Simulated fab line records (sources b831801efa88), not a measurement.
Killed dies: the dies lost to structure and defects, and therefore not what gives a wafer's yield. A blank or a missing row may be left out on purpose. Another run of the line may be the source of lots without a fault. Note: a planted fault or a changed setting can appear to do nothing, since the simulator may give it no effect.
Which of the tools did it?	flow sky130	Sampling: 12 lots, 36 wafers, 5 of 708 route steps

== WHAT EACH GAUGE READ, for each wafer ==
SKY_VT_ADJUST_NCORE_TW_MEAS_11. Usual: VT_ADJUST_NCORE_TW typically reads 219.4, with standard deviation 1.8.
lot	measured	on	VT_ADJUST_NCORE_TW	flag
L540	day 8 21:04	film metro-02	221.5 221.9 220.4	
L548	day 11 01:59	film metro-01	162.4 162.1 161.6	OFF
L549	day 11 12:14	film metro-01	162.0 162.3 163.0	OFF
L551	day 12 00:17	film metro-01	220.8 220.8 221.1	
L552	day 12 08:31	film metro-04	217.0 218.0 217.1	
L556	day 13 14:31	film metro-02	217.1 218.9 218.3	
L557	day 13 22:13	film metro-01	221.6 220.7 221.1	
L558	day 14 01:34	film metro-04	216.3 215.4 215.7	
L559	day 14 06:55	film metro-04	216.8 215.6 215.7	
L560	day 14 13:09	film metro-01	220.8 218.9 219.8	
L561	day 15 00:39	film metro-04	218.5 218.3 218.1	
L562	day 15 09:08	film metro-01	220.9 220.8 220.0	

SKY_POLY_GATE_OVL_MEAS_14. Usual: POLY_GATE_OVL typically reads -2 nm, with standard deviation 5.7.
lot	measured	on	POLY_GATE_OVL (nm)	flag
L540	day 16 16:35	overlay-02	-10 -11 -8	
L548	day 19 15:39	overlay-01	3 0 1	
L549	day 20 03:14	overlay-01	-4 -3 -3	
L551	day 20 22:47	overlay-01	-2 -4 -7	
L552	day 21 06:59	overlay-01	0 4 -4	
L556	day 22 17:34	overlay-02	-3 -6 -5	
L557	day 23 01:24	overlay-02	-6 -1 -6	
L558	day 23 05:48	overlay-01	-3 -3 1	
L559	day 23 09:32	overlay-02	-4 -4 -2	
L560	day 24 00:04	overlay-02	10 7 11	
L561	day 24 07:36	overlay-02	-18 -10 -14	
L562	day 24 18:33	overlay-02	-3 2 0	

SKY_LI_CONTACT_THK_MEAS_01. Usual: LI_CONTACT_HDPCVD_THK typically reads 934 nm, with standard deviation 13.
lot	measured	on	LI_CONTACT_HDPCVD_THK (nm)	flag
L540	day 28 05:29	film metro-02	918 913 923	
L548	day 30 23:14	film metro-03	958 968 946	
L549	day 31 07:13	film metro-03	936 956 955	
L551	day 32 03:30	film metro-04	928 938 932	
L552	day 32 14:58	film metro-04	930 928 932	
L556	day 33 14:46	film metro-04	945 933 959	
L557	day 33 23:02	film metro-02	939 939 950	
L558	day 34 01:37	film metro-02	923 936 921	
L559	day 34 06:38	film metro-03	930 935 940	
L560	day 34 15:50	film metro-02	913 919 925	
L561	day 35 01:43	film metro-02	930 927 931	
L562	day 35 10:14	film metro-04	930 932 929	

== WHAT TOOL EACH LOT RAN ON (gives the tool, then ch and the chambers of the sampled wafers, and finally the start) ==
lot	SKY_VT_ADJUST_NCORE_IMPLANT_09	SKY_POLY_GATE_ETCH_16
L540	implanter-03 ch 0, day 8 20:50	rie diel-03 ch 0,2,3, day 16 16:42
L548	implanter-03 ch 0, day 11 01:44	rie diel-01 ch 0,1, day 19 15:46
L549	implanter-03 ch 0, day 11 12:01	rie diel-01 ch 1,2,3, day 20 03:21
L551	implanter-02 ch 0, day 12 00:03	rie diel-04 ch 2,3, day 20 22:54
L552	implanter-02 ch 0, day 12 08:16	rie diel-04 ch 0,1,2, day 21 07:06
L556	implanter-04 ch 0, day 13 14:18	rie diel-04 ch 0,1, day 22 17:40
L557	implanter-02 ch 0, day 13 21:58	rie diel-03 ch 0,1,2, day 23 01:31
L558	implanter-03 ch 0, day 14 01:19	rie diel-03 ch 0,1,3, day 23 05:55
L559	implanter-03 ch 0, day 14 06:40	rie diel-03 ch 0,1,2, day 23 09:40
L560	implanter-03 ch 0, day 14 12:55	rie diel-03 ch 0,1,2, day 24 00:10
L561	implanter-03 ch 0, day 15 00:26	rie diel-03 ch 0,3, day 24 07:43
L562	implanter-02 ch 0, day 15 08:54	rie diel-04 ch 0,2,3, day 24 18:40
- SKY_VT_ADJUST_NCORE_IMPLANT_09
- SKY_POLY_GATE_ETCH_16: etches Si3N4 in CH3F/O2, stops on poly-Si, time 147.5 s, target depth 75 nm.

== AS READ BY THE TOOLS THEMSELVES (means over the sampled wafers that have a number; for cases with no such wafer, the mark the record gives instead) ==
SKY_VT_ADJUST_NCORE_IMPLANT_09. Usual: dose ions cm2 2.3998e+12, standard deviation 2.9e+09; faraday current uA 13.55, standard deviation 0.29.
lot	tool	dose ions cm2	faraday current uA	flag
L540	implanter-03	2.4009e+12	13.56	
L548	implanter-03	7.7670e+11	4.48	OFF
L549	implanter-03	7.7833e+11	4.34	OFF
L551	implanter-02	2.4006e+12	13.49	
L552	implanter-02	2.3993e+12	13.57	
L556	implanter-04	2.4037e+12	13.67	
L557	implanter-02	2.3974e+12	13.62	
L558	implanter-03	2.4002e+12	13.25	
L559	implanter-03	2.3996e+12	13.55	
L560	implanter-03	2.3990e+12	13.60	
L561	implanter-03	2.4008e+12	13.60	
L562	implanter-02	2.4045e+12	13.73	

SKY_POLY_GATE_ETCH_16. Usual: chamber pressure mTorr 25.001 mTorr, standard deviation 0.022; drypump motor current A 5.7 A, standard deviation 0.5; oes product au 0.640 a.u., standard deviation 0.0051; throttle valve pct 10.535 %, standard deviation 0.0084.
lot	tool	chamber pressure mTorr (mTorr)	drypump motor current A (A)	oes product au (a.u.)	throttle valve pct (%)	flag
L540	rie diel-03	25.014	5.5	0.638	10.538	
L548	rie diel-01	25.015	6.0	0.647	10.531	
L549	rie diel-01	25.008	6.1	0.634	10.531	
L551	rie diel-04	24.984	5.2	0.643	10.529	
L552	rie diel-04	25.004	5.9	0.639	10.534	
L556	rie diel-04	24.997	5.9	0.642	10.538	
L557	rie diel-03	24.998	5.6	0.637	10.540	
L558	rie diel-03	25.010	6.0	0.640	10.539	
L559	rie diel-03	25.000	5.6	0.639	10.543	
L560	rie diel-03	24.997	5.6	0.636	10.533	
L561	rie diel-03	25.005	5.7	0.640	10.532	
L562	rie diel-04	24.988	5.6	0.643	10.537	

== THE ANSWER, worked out from the rows above alone ==
Rule: take the mean of a lot's wafers that have a number; if it is more than 3 standard deviations from the usual mean, the lot is off. Also off: a lot with no number at a reading for which 4 or more lots have one. The other lots that the step has rows for count as sound. First the gauges in route order, then the tools' own readings, where a lot's mean is used as printed above. At the first step where some lot is off, the reading lying furthest off is the one used; lots without a number count as furthest.
Off: L548, L549, at SKY_VT_ADJUST_NCORE_TW_MEAS_11 (VT_ADJUST_NCORE_TW).
If a tool, at a process step before that reading, ran all the lots that are off and no sound lot after the first of them, it fits. The gauges at SKY_VT_ADJUST_NCORE_TW_MEAS_11 aren't tried: what is off there is off at SKY_VT_ADJUST_NCORE_IMPLANT_09 too, on other tools, and a gauge's error can't cause that. Not one of the candidates tried fits.

== WHAT WAS PUT IN BY THE SIMULATOR ==
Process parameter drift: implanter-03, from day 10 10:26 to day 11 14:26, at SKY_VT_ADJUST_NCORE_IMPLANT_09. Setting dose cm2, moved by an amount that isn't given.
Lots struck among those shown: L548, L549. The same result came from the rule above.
